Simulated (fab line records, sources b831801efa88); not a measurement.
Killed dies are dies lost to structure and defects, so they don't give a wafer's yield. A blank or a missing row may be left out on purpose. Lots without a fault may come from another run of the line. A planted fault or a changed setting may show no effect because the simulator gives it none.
fab line records | flow sky130
record lots=7 wafers=21 last_day=50
route steps=708 shown VIA1@467 PAD_OPEN@708
lots that met no fault: from a run of the same line without faults
start_h: hours from the record's first day to the start of the lot's first wafer shown | wait_h: hours since the lot's step before | " the same as in the row above | L1.1+2: a row that stands for several wafers | - no value, or no start given | * or withheld: withheld | < > ~ a bound
route shown NAME@n: a module of which the file shows steps, and the number in the route of the first | usual: mean/standard deviation of fault-free wafers | same: alike in all rows | chamber/n: place in a boat | sites: the reading at each site | _std_site: their standard deviation | _edge_site: outer sites' mean less inner sites' | radius_mm: how far each site lies from the wafer's centre | mask NAME#n: copy n | behind: the tool/chamber that last shaped the wafer | hold: why the lot was held/for how many hours/how that ended | device: the transistor (n, p or np) that didn't switch | end of line: the same wafers' tests at the end of the route | a step without rows: its recipe alone | killed: dies lost to structure and defects at the first sort, not the wafer's yield | map: a wafer's dies, x killed, . not, _ none there
set.NAME: the setting as run; set.NAME@STEP: as run at that earlier step | model.NAME: the simulator's own value behind a step, which no gauge read
lots at some steps of the route; a table a step, a row a wafer
services: from which hour (start_h, from the record's first day; less than 0 if before it) a tool's chamber was out of use, for how many hours, and why
## steps
# step SKY_VIA1_EXPOSE_09
# recipe mask_id=VIM na=0.8 source_shape=annular sigma_inner=0.55 sigma_outer=0.85 target_cd_nm=150 dose_mj=38
# step SKY_VIA1_PEB_10
# recipe peb_temp_c=withheld peb_time_s=withheld resist=KrF-thick
# step SKY_VIA1_DEVELOP_11
# recipe develop_time_s=60 resist=KrF-thick dev_temp_c=21
# step SKY_VIA1_CD_MEAS_12
# recipe target_cd_nm=150
# usual cd_nm=149.9/1.6
# columns lot.wafer tool chamber start_h wait_h cd_nm
L958.1 cd_sem-01 - 791.83 - 150.9
L958.4 " - " " 149.6
L958.5 " - " " 149.5
L964.1 cd_sem-01 - 842.25 - 148.2
L964.5 " - " " 149.2
L964.6 " - " " 148.1
L968.2 cd_sem-01 - 866.97 - 150.8
L968.3 " - " " 149.9
L968.6 " - " " 149.0
L969.1 cd_sem-02 - 876.43 - 148.8
L969.5 " - " " 147.7
L969.6 " - " " 148.3
L970.1 cd_sem-01 - 883.51 - 149.1
L970.2 " - " " 147.5
L970.4 " - " " 150.2
L978.2 cd_sem-01 - 940.10 - 148.6
L978.5 " - " " 149.5
L978.6 " - " " 147.7
L981.1 cd_sem-02 - 954.20 - 148.4
L981.3 " - " " 148.7
L981.6 " - " " 147.9
# step SKY_VIA1_OVL_MEAS_13
# usual VIA1_OVL=-1/4
# columns lot.wafer tool chamber start_h wait_h VIA1_OVL[nm]
L958.1 overlay-02 - 791.95 0.1 1
L958.4 " - " " 3
L958.5 " - " " 0
L964.1 overlay-02 - 842.37 0.1 4
L964.5 " - " " 2
L964.6 " - " " 7
L968.2 overlay-02 - 867.08 0.1 -10
L968.3 " - " " 1
L968.6 " - " " -1
L969.1 overlay-02 - 876.55 0.1 -6
L969.5 " - " " -4
L969.6 " - " " -8
L970.1 overlay-02 - 883.63 0.1 -6
L970.2 " - " " -4
L970.4 " - " " 1
L978.2 overlay-01 - 940.20 0.1 1
L978.5 " - " " -2
L978.6 " - " " 4
L981.1 overlay-02 - 954.32 0.1 -8
L981.3 " - " " 0
L981.6 " - " " -1
# step SKY_VIA1_ETCH_14
# recipe chemistry=N2/H2 target=BARC ion_energy_ev=200 source_w=500 bias_w=100 pressure_mtorr=30 n2_flow_sccm=100 h2_flow_sccm=200 stop_on=SiO2 time_s=45.9 target_depth_a=600
# usual drypump_motor_current_A=5.92/0.29 oes_product_au=0.855/0.0052 rf_fwd_power_W=495.2/2.2 throttle_valve_pct=13.225/0.009
# columns lot.wafer tool chamber start_h wait_h drypump_motor_current_A oes_product_au rf_fwd_power_W rf_hours_counter_h throttle_valve_pct
L958.1 rie_diel-03 2 791.98 0.0 5.90 0.859 495.6 8 13.232
L958.4 " 2 " " 5.90 0.851 495.8 - 13.229
L958.5 " 0 " " 6.40 0.857 494.9 - 13.218
L964.1 rie_diel-04 2 842.41 0.0 5.68 0.863 497.1 2 13.208
L964.5 " 2 " " 5.69 0.860 497.8 - 13.241
L964.6 " 1 " " 6.23 0.848 493.9 - 13.215
L968.2 rie_diel-04 1 867.11 0.0 6.16 0.855 494.1 7 13.233
L968.3 " 2 " " 5.74 0.862 496.9 2 13.226
L968.6 " 3 " " 5.92 0.859 497.5 - 13.215
L969.1 rie_diel-01 3 876.58 0.0 6.47 0.853 494.5 2 13.213
L969.5 " 3 " " 6.46 0.858 492.6 - 13.223
L969.6 " 2 " " 6.03 0.857 492.5 - 13.221
L970.1 rie_diel-04 3 883.67 0.0 5.89 0.861 496.8 10 13.211
L970.2 " 2 " " 5.73 0.846 496.3 2 13.230
L970.4 " 0 " " 5.70 0.857 494.2 1 13.230
L978.2 rie_diel-01 0 940.23 0.0 5.69 0.861 493.6 1 13.214
L978.5 " 3 " " 6.45 0.852 491.3 - 13.219
L978.6 " 2 " " 6.03 0.860 492.5 - 13.225
L981.1 rie_diel-01 2 954.36 0.0 5.99 0.857 494.8 7 13.221
L981.3 " 1 " " 5.42 0.848 492.1 9 13.226
L981.6 " 3 " " 6.47 0.860 493.8 - 13.229
# step SKY_VIA1_ETCH_15
# recipe target=SiO2 chemistry=C4F8/O2/Ar target_depth_nm=351 stop_on=TiN mask_material=KrF-thick source_w=1500 bias_w=1200 pressure_mtorr=40 c4f8_flow_sccm=withheld O2_flow_sccm=6 Ar_flow_sccm=300 time_s=54
# usual oes_product_au=0.981/0.0055 rf_fwd_power_W=1487/5.6
# columns lot.wafer tool chamber start_h wait_h oes_product_au rf_fwd_power_W rf_hours_counter_h
L958.1 rie_diel-03 2 792.02 0.0 0.982 1485 8
L958.4 " 2 " " 0.985 1478 -
L958.5 " 0 " " 0.980 1482 -
L964.1 rie_diel-04 2 842.45 0.0 0.978 1492 2
L964.5 " 2 " " 0.984 1492 -
L964.6 " 1 " " 0.977 1479 -
L968.2 rie_diel-04 1 867.15 0.0 0.984 1481 7
L968.3 " 2 " " 0.976 1492 2
L968.6 " 3 " " 0.985 1491 -
L969.1 rie_diel-01 3 876.63 0.0 0.978 1484 2
L969.5 " 3 " " 0.990 1484 -
L969.6 " 2 " " 0.976 1484 -
L970.1 rie_diel-04 3 883.71 0.0 0.981 1491 10
L970.2 " 2 " " 0.978 1496 2
L970.4 " 0 " " 0.975 1493 1
L978.2 rie_diel-01 0 940.28 0.0 0.975 1483 1
L978.5 " 3 " " 0.978 1493 -
L978.6 " 2 " " 0.977 1484 -
L981.1 rie_diel-01 2 954.40 0.0 0.982 1481 7
L981.3 " 1 " " 0.981 1491 9
L981.6 " 3 " " 0.980 1479 -
# step SKY_VIA1_STRIP_16
# recipe chemistry=O2/N2 power_w=1400 pressure_mtorr=1500 platen_temp_c=withheld o2_flow_sccm=3000 n2_flow_sccm=300 overash_fraction=0.5
# usual drypump_motor_current_A=5.8/0.52 oes_product_au=0.417/0.0045 strip_time_to_endpoint_s=4.475/0.022
# columns lot.wafer tool chamber start_h wait_h drypump_motor_current_A oes_product_au rf_hours_counter_h strip_time_to_endpoint_s
L958.1 plasma_asher-01 0 792.07 0.0 5.3 0.419 35 4.430
L958.4 " 0 " " 5.3 0.414 - 4.420
L958.5 " 0 " " 5.3 0.414 - 4.428
L964.1 plasma_asher-03 1 842.49 0.0 5.6 0.417 101 4.485
L964.5 " 1 " " 5.5 0.417 - 4.485
L964.6 " 0 " " 6.7 0.423 - 4.473
L968.2 plasma_asher-03 0 867.19 0.0 6.7 0.426 103 4.477
L968.3 " 1 " " 5.5 0.426 - 4.483
L968.6 " 0 " " 6.7 0.414 - 4.466
L969.1 plasma_asher-03 1 876.67 0.0 5.5 0.417 104 4.452
L969.5 " 1 " " 5.5 0.419 - 4.450
L969.6 " 0 " " 6.6 0.411 - 4.469
L970.1 plasma_asher-03 1 883.75 0.0 5.5 0.424 105 4.450
L970.2 " 0 " " 6.6 0.424 105 4.471
L970.4 " 1 " " 5.5 0.424 - 4.471
L978.2 plasma_asher-03 0 940.32 0.0 6.7 0.418 110 4.491
L978.5 " 0 " " 6.7 0.416 - 4.492
L978.6 " 1 " " 5.6 0.420 - 4.484
L981.1 plasma_asher-03 1 954.45 0.0 5.5 0.412 111 4.489
L981.3 " 0 " " 6.7 0.413 - 4.497
L981.6 " 1 " " 5.5 0.418 - 4.464
# step SKY_VIA1_STRIP_17
# recipe chemistry=post_etch_residue_remover time_s=1200 temp_c=72.5
# step SKY_VIA1_CLEAN_18
# recipe chemistry=IPA time_s=180 temp_c=25
# step SKY_VIA1_CLEAN_19
# recipe chemistry=O3/DIW dry=n2_spin
# step SKY_VIA1_SPUTTER_20
# recipe material=TiN target_thk_nm=20 chamber_pressure_pa=5 power_w=4000 time_s=80
# usual chamber_pressure_pa=5.001/0.0091 throttle_valve_pct=30.1/1.1
# columns lot.wafer tool chamber start_h wait_h chamber_pressure_pa throttle_valve_pct
L958.1 pvd_sputter-04 - 792.70 0.0 4.989 29.6
L958.4 " - " " 4.997 32.1
L958.5 " - " " 4.985 29.7
L964.1 pvd_sputter-03 - 843.13 0.0 5.001 31.8
L964.5 " - " " 4.998 30.2
L964.6 " - " " 4.998 31.5
L968.2 pvd_sputter-04 - 867.83 0.0 5.009 29.5
L968.3 " - " " 4.996 32.4
L968.6 " - " " 5.003 32.4
L969.1 pvd_sputter-03 - 877.26 0.0 5.009 29.3
L969.5 " - " " 4.998 29.7
L969.6 " - " " 5.002 29.9
L970.1 pvd_sputter-02 - 884.35 0.0 4.997 28.7
L970.2 " - " " 4.980 29.8
L970.4 " - " " 4.999 28.0
L978.2 pvd_sputter-03 - 940.91 0.0 4.995 29.6
L978.5 " - " " 5.016 30.2
L978.6 " - " " 5.002 29.5
L981.1 pvd_sputter-02 - 955.12 0.0 5.001 28.5
L981.3 " - " " 4.999 29.9
L981.6 " - " " 5.004 28.6
# step SKY_VIA1_CVD_21
# recipe material=W target_thk_nm=270 time_s=80.902 temp_c=400 pressure_torr=40
# usual chamber_pressure_Torr=40.00/0.092 heater_power_w=799/36
# columns lot.wafer tool chamber start_h wait_h chamber_pressure_Torr heater_power_w model.W_of_VIA1_CVD_21.thk_nm
L958.1 cvd_w-02 0 792.76 0.0 40.08 798 268.2
L958.4 " 1 " " 40.12 823 267.5
L958.5 " 1 " " 40.10 826 267.6
L964.1 cvd_w-01 1 843.19 0.0 39.96 828 270.7
L964.5 " 1 " " 40.02 844 271
L964.6 " 1 " " 40.06 822 267.4
L968.2 cvd_w-02 0 867.89 0.0 44.15 793 278.1
L968.3 " 1 " " 44.17 855 284.1
L968.6 " 0 " " 44.12 766 281
L969.1 cvd_w-02 1 877.32 0.0 44.18 829 282.8
L969.5 " 0 " " 44.31 815 284.2
L969.6 " 1 " " 44.23 829 283.4
L970.1 cvd_w-02 1 884.41 0.0 44.24 825 286.4
L970.2 " 1 " " 44.28 847 285
L970.4 " 1 " " 44.23 833 288.2
L978.2 cvd_w-01 0 940.98 0.0 39.92 745 264.5
L978.5 " 1 " " 39.93 823 268.2
L978.6 " 0 " " 39.82 773 264.7
L981.1 cvd_w-01 1 955.18 0.0 39.98 842 277.3
L981.3 " 1 " " 39.90 817 274.1
L981.6 " 0 " " 40.04 744 272.1
# step SKY_VIA1_RS_MEAS_22
# recipe thk_meas_gauge=four-point-probe reads=W_of_VIA1_CVD_21+TiN_of_VIA1_SPUTTER_20
# usual VIA1_W_RS=0.427/0.0045
# columns lot.wafer tool chamber start_h wait_h VIA1_W_RS[ohm/sq]
L958.1 film_metro-01 - 792.85 0.1 0.428
L958.4 " - " " 0.430
L958.5 " - " " 0.431
L964.1 film_metro-03 - 843.37 0.2 0.425
L964.5 " - " " 0.423
L964.6 " - " " 0.430
L968.2 film_metro-03 - 868.00 0.1 0.413
L968.3 " - " " 0.404
L968.6 " - " " 0.409
L969.1 film_metro-01 - 877.42 0.1 0.407
L969.5 " - " " 0.405
L969.6 " - " " 0.406
L970.1 film_metro-01 - 884.59 0.2 0.401
L970.2 " - " " 0.404
L970.4 " - " " 0.400
L978.2 film_metro-01 - 941.09 0.1 0.435
L978.5 " - " " 0.430
L978.6 " - " " 0.436
L981.1 film_metro-03 - 955.28 0.1 0.414
L981.3 " - " " 0.420
L981.6 " - " " 0.422
# step SKY_VIA1_THK_MEAS_23
# recipe thk_meas_gauge=xrf reads=W_of_VIA1_CVD_21
# usual VIA1_W_THK=274/3.4
# columns lot.wafer tool chamber start_h wait_h VIA1_W_THK[nm]
L958.1 film_metro-01 - 792.97 0.1 272
L958.4 " - " " 273
L958.5 " - " " 273
L964.1 film_metro-03 - 843.49 0.1 275
L964.5 " - " " 277
L964.6 " - " " 270
L968.2 film_metro-03 - 868.11 0.1 281
L968.3 " - " " 288
L968.6 " - " " 285
L969.1 film_metro-01 - 877.54 0.1 289
L969.5 " - " " 291
L969.6 " - " " 290
L970.1 film_metro-01 - 884.71 0.1 294
L970.2 " - " " 291
L970.4 " - " " 296
L978.2 film_metro-01 - 941.20 0.1 269
L978.5 " - " " 271
L978.6 " - " " 269
L981.1 film_metro-03 - 955.40 0.1 281
L981.3 " - " " 277
L981.6 " - " " 273
# step SKY_VIA1_CMP_24
# recipe stop_on=SiO2 t_overpolish_s=15 down_force_psi=3.5 platen_rpm=60 target_thk_nm=0 pad_velocity_m_s=0.94248
# usual motor_current_A=10.6/0.77
# columns lot.wafer tool chamber start_h wait_h motor_current_A
L958.4 cmp-02 2 793.03 0.0 11.4
L958.1 " 3 " " 10.1
L958.5 " 2 " " 11.0
L964.1 cmp-02 0 843.70 0.2 10.1
L964.5 " 1 " " 11.6
L964.6 " 2 " " 11.5
L968.2 cmp-01 1 868.16 0.0 10.5
L968.3 " 2 " " 12.1
L968.6 " 2 " " 11.8
L969.1 cmp-02 0 877.65 0.1 9.8
L969.6 " 3 " " 10.4
L969.5 " 0 " " 10.0
L970.4 cmp-02 0 884.77 0.0 9.7
L970.1 " 2 " " 10.7
L970.2 " 3 " " 9.6
L978.2 cmp-02 2 941.35 0.1 11.3
L978.5 " 0 " " 9.9
L978.6 " 1 " " 11.3
L981.3 cmp-01 3 955.46 0.0 11.5
L981.1 " 1 " " 10.6
L981.6 " 3 " " 10.9
# step SKY_PAD_OPEN_PROBE_99
# usual defect_limited_yield=82.6/1.9 killed_at_M0_to_M3=43/7 killed_at_M4_up=3.1/2 killed_at_contacts=24/5.3 killed_at_front_end=15/4.2 killed_at_other=0.4/0.66 killed_dies=86/9.5 killed_open=47/7.4 killed_short=38/6.2 sort_bin_3_pad_short=0.9/0.44 sort_bin_5_function=10.2/1.4 sort_bin_6_memory=6.4/1.1 sort_n_pass=406/9.5 sort_yield_pct=82.6/1.9
# same gross_dies=492 killed_at_back_side=0 sort_bin_4_leakage[%]=0 sort_bin_8_speed[%]=0
# columns lot.wafer tool chamber start_h wait_h defect_limited_yield[%] killed_at_M0_to_M3 killed_at_M4_up killed_at_contacts killed_at_front_end killed_at_other killed_dies killed_open killed_short sort_bin_3_pad_short[%] sort_bin_5_function[%] sort_bin_6_memory[%] sort_n_pass sort_yield_pct[%]
L964.1 prober-02 - 1115.89 0.1 78.3 58 4 28 17 0 107 53 54 1.2 11.4 9.1 385 78.3
L964.5 prober-02 - 1116.09 0.2 84.1 42 9 19 7 1 78 38 40 0.8 9.8 5.3 414 84.1
L964.6 prober-02 - 1116.14 0.2 79.7 62 5 20 13 0 100 57 43 0.4 13.6 6.3 392 79.7
L968.2 prober-01 - 1135.40 0.1 81.3 58 2 21 10 1 92 49 43 1.0 10.8 6.9 400 81.3
L968.3 prober-01 - 1135.45 0.2 85.2 38 2 20 13 0 73 36 37 1.0 9.8 4.1 419 85.2
L968.6 prober-01 - 1135.60 0.2 80.5 45 1 31 18 1 96 49 47 1.2 11.8 6.5 396 80.5
L969.1 prober-02 - 1139.55 0.1 83.3 40 1 25 16 0 82 49 33 0.2 9.8 6.7 410 83.3
L969.5 prober-02 - 1139.75 0.2 79.9 47 4 29 19 0 99 52 47 0.8 10.8 8.5 393 79.9
L969.6 prober-02 - 1139.80 0.2 81.1 43 3 31 15 1 93 51 42 0.8 11.4 6.7 399 81.1
L970.1 prober-02 - 1147.09 0.1 80.9 49 3 25 17 0 94 51 43 1.2 11.0 6.9 398 80.9
L970.2 prober-02 - 1147.14 0.1 80.5 47 1 27 21 0 96 57 39 0.8 12.0 6.7 396 80.5
L970.4 prober-02 - 1147.24 0.2 78.7 56 4 21 24 0 105 55 50 0.4 12.8 8.1 387 78.7
L978.2 prober-02 - 1185.07 0.1 80.9 41 2 23 28 0 94 53 41 1.0 11.2 6.9 398 80.9
L978.5 prober-02 - 1185.22 0.2 83.3 36 1 25 18 2 82 48 32 0.4 10.0 6.3 410 83.3
L978.6 prober-02 - 1185.27 0.2 80.7 42 1 39 13 0 95 48 47 0.6 10.4 8.3 397 80.7
# killed by level:class
L964.1 METAL1:geometric_particle:short=11 CONTACT:geometric_particle:open=9 VIA2:geometric_particle:open=9 VIA1:geometric_particle:open=8 VIA1:geometric_particle:short=7 LOCAL_INTERCONNECT:geometric_particle:short=6 LI_CONTACT:geometric_particle:open=6 FIELD_ISO:geometric_particle:open=5
L964.5 VIA2:geometric_particle:open=9 VIA1:geometric_particle:open=8 METAL4:geometric_particle:short=7 METAL2:geometric_particle:short=6 VIA3:geometric_particle:open=5 LI_CONTACT:geometric_particle:short=5 LI_CONTACT:geometric_particle:open=5 VIA1:geometric_particle:short=5
L964.6 VIA3:geometric_particle:open=13 VIA1:geometric_particle:open=10 VIA2:geometric_particle:open=9 CONTACT:geometric_particle:open=9 FIELD_ISO:geometric_particle:open=7 METAL2:geometric_particle:short=7 METAL1:geometric_particle:short=6 VIA1:geometric_particle:short=6
L968.2 VIA1:geometric_particle:open=18 METAL1:geometric_particle:short=10 METAL2:geometric_particle:short=9 LI_CONTACT:geometric_particle:open=7 VIA2:geometric_particle:open=6 CONTACT:geometric_particle:open=5 CONTACT:geometric_particle:short=5 METAL3:geometric_particle:short=4
L968.3 LI_CONTACT:geometric_particle:open=10 METAL1:geometric_particle:short=9 VIA1:geometric_particle:open=6 CONTACT:geometric_particle:open=5 VIA1:geometric_particle:short=5 METAL2:geometric_particle:short=5 VIA2:geometric_particle:open=5 POLY_GATE:geometric_particle:short=4
L968.6 LI_CONTACT:geometric_particle:open=13 VIA1:geometric_particle:open=9 VIA1:geometric_particle:short=8 METAL2:geometric_particle:short=7 FIELD_ISO:geometric_particle:open=6 CONTACT:geometric_particle:open=6 LI_CONTACT:geometric_particle:short=5 METAL1:geometric_particle:short=5
L969.1 CONTACT:geometric_particle:open=10 VIA3:geometric_particle:open=8 VIA2:geometric_particle:open=8 FIELD_ISO:geometric_particle:open=6 CONTACT:geometric_particle:short=6 VIA1:geometric_particle:open=6 VIA3:geometric_particle:short=5 FIELD_ISO:geometric_particle:short=4
L969.5 METAL2:geometric_particle:short=13 LI_CONTACT:geometric_particle:open=9 CONTACT:geometric_particle:open=9 VIA1:geometric_particle:open=9 CONTACT:geometric_particle:short=8 VIA2:geometric_particle:open=8 POLY_GATE:geometric_particle:short=5 FIELD_ISO:geometric_particle:open=4
L969.6 METAL1:geometric_particle:short=11 CONTACT:geometric_particle:open=9 VIA1:geometric_particle:open=9 LI_CONTACT:geometric_particle:open=8 LOCAL_INTERCONNECT:geometric_particle:short=7 VIA3:geometric_particle:open=6 FIELD_ISO:geometric_particle:open=5 POLY_GATE:geometric_particle:open=4
L970.1 CONTACT:geometric_particle:open=12 VIA1:geometric_particle:open=9 VIA3:geometric_particle:open=9 CONTACT:geometric_particle:short=8 POLY_GATE:geometric_particle:open=7 VIA2:geometric_particle:open=6 METAL2:geometric_particle:short=5 METAL1:geometric_particle:short=4
L970.2 VIA1:geometric_particle:open=12 CONTACT:geometric_particle:open=10 LI_CONTACT:geometric_particle:open=7 VIA3:geometric_particle:open=7 METAL2:geometric_particle:short=6 POLY_GATE:geometric_particle:short=5 POLY_GATE:geometric_particle:open=5 CONTACT:geometric_particle:short=5
L970.4 VIA1:geometric_particle:open=13 METAL1:geometric_particle:short=11 CONTACT:geometric_particle:open=11 POLY_GATE:geometric_particle:short=8 VIA2:geometric_particle:open=7 FIELD_ISO:geometric_particle:open=5 POLY_GATE:geometric_particle:open=5 METAL2:geometric_particle:short=5
L978.2 VIA3:geometric_particle:open=11 FIELD_ISO:geometric_particle:open=8 LI_CONTACT:geometric_particle:open=7 POLY_GATE:geometric_particle:open=7 METAL2:geometric_particle:short=7 METAL1:geometric_particle:short=7 CONTACT:geometric_particle:short=6 VIA1:geometric_particle:open=5
L978.5 CONTACT:geometric_particle:open=13 VIA1:geometric_particle:open=9 FIELD_ISO:geometric_particle:open=6 METAL1:geometric_particle:short=6 POLY_GATE:geometric_particle:short=5 LI_CONTACT:geometric_particle:open=5 VIA3:geometric_particle:open=5 CONTACT:geometric_particle:short=4
L978.6 CONTACT:geometric_particle:open=11 LOCAL_INTERCONNECT:geometric_particle:short=10 VIA3:geometric_particle:open=10 VIA1:geometric_particle:open=9 LI_CONTACT:geometric_particle:open=6 CONTACT:geometric_particle:short=6 LI_CONTACT:geometric_particle:short=5 METAL2:geometric_particle:short=5
## services
# columns tool chamber start_h hours kind
cmp-02 - 771.17 0.5 repair
cvd_w-01 0 773.90 13.0 repair
cmp-02 - 782.75 1.2 repair
rie_diel-03 1 788.56 5.6 repair
cvd_w-02 - 797.33 1.4 repair
cmp-01 - 801.32 4.3 repair
plasma_asher-03 - 809.57 1.3 repair
cvd_w-02 0 811.18 2.8 repair
cvd_w-02 - 821.80 0.6 repair
rie_diel-04 - 823.39 2.8 pm
pvd_sputter-03 - 824.07 3.8 repair
cvd_w-02 0 826.40 4.9 repair
cvd_w-01 0 838.66 11.6 repair
cvd_w-01 - 847.17 3.1 repair
cmp-02 - 848.53 23.0 pm
cvd_w-01 - 874.68 2.0 repair
cvd_w-02 0 881.27 8.7 repair
plasma_asher-03 - 898.01 3.7 repair
cvd_w-02 - 904.14 14.0 pm
cmp-02 - 922.67 2.3 repair
rie_diel-01 0 925.69 6.9 repair
rie_diel-04 3 931.92 11.7 repair
cvd_w-02 - 940.97 0.4 repair
pvd_sputter-03 - 942.61 3.5 repair
## key
first_sign step=SKY_VIA1_CVD_21 reading=chamber_pressure_Torr direction=up sigmas=46 usual=40.00 struck=44.21
effect step=SKY_VIA1_RS_MEAS_22 reading=VIA1_W_RS direction=down sigmas=4.7 usual=0.427 struck=0.405
effect step=SKY_VIA1_THK_MEAS_23 reading=VIA1_W_THK direction=up sigmas=4.4 usual=274 struck=289
model_effect step=SKY_VIA1_CVD_21 value=W_of_VIA1_CVD_21.thk_nm without=269.9 struck=283.7
met_at SKY_VIA1_CVD_21
struck_wafers L968.2,L968.3,L968.6,L969.1,L969.5,L969.6,L970.1,L970.2,L970.4
onset_between 792.76 867.89
fault kind=process_parameter_drift tool=cvd_w-02 chamber=- onset_h=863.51 steps=SKY_VIA1_CVD_21 channel=pressure_torr offset=4.2195 shape=step end_h=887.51 acts_in=these_recipes_only stated=40
